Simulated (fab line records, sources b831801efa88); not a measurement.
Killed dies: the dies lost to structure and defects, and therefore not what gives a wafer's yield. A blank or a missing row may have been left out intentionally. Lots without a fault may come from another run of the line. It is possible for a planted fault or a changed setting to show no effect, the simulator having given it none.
Matching of chambers | flow gf180mcu | 4 sister chambers for GF_V3_CMP_04 on cmp-02
The step polishes SiO2. 4 wafers are shown with their chamber, then 12 later ones without.

WAFERS PAIRED WITH THEIR CHAMBERS
wafer  | chamber | motor_current_A (A)
L086.1 | 2       | 11.5
L086.3 | 0       | 12.8
L090.4 | 3       | 13.2
L090.6 | 1       | 15.0

WAFERS WITH NO CHAMBER GIVEN
wafer  | motor_current_A (A)
L091.1 | 10.9
L091.4 | 13.9
L091.6 | 11.6
L092.1 | 10.8
L092.2 | 13.7
L092.3 | 13.5
L096.1 | 12.3
L096.4 | 11.0
L096.6 | 11.5
L097.4 | 13.9
L097.5 | 12.8
L097.6 | 14.0

THE CHAMBER EACH PASSED THROUGH
wafer  | from the rows above          | in truth
L091.1 | 2                            | 2
L091.4 | can't be placed: 3 or 0 or 1 | 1
L091.6 | 2                            | 2
L092.1 | 2                            | 2
L092.2 | can't be placed: 3 or 0 or 1 | 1
L092.3 | can't be placed: 3 or 0      | 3
L096.1 | can't be placed: 0 or 2 or 3 | 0
L096.4 | 2                            | 2
L096.6 | 2                            | 2
L097.4 | can't be placed: 3 or 0 or 1 | 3
L097.5 | can't be placed: 0 or 3      | 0
L097.6 | can't be placed: 3 or 1 or 0 | 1
Placed correctly: 5 of 12. Unplaceable from these rows: 7, with the true chamber sitting among the candidates in 7. Wrongly placed: 0.
How it was worked out, from the rows above alone: a wafer's distance from a chamber is the root of the sum, over the readings, of the square of ((its reading less the chamber's mean) divided by the reading's scatter). The wafer belongs to the nearest chamber; if the next one is less than 2 further off, it can't be placed. Each chamber's mean is taken over the wafers shown for it. The scatter: root of mean squared gap, hidden wafer to nearest shown wafer, with one shown wafer a chamber.
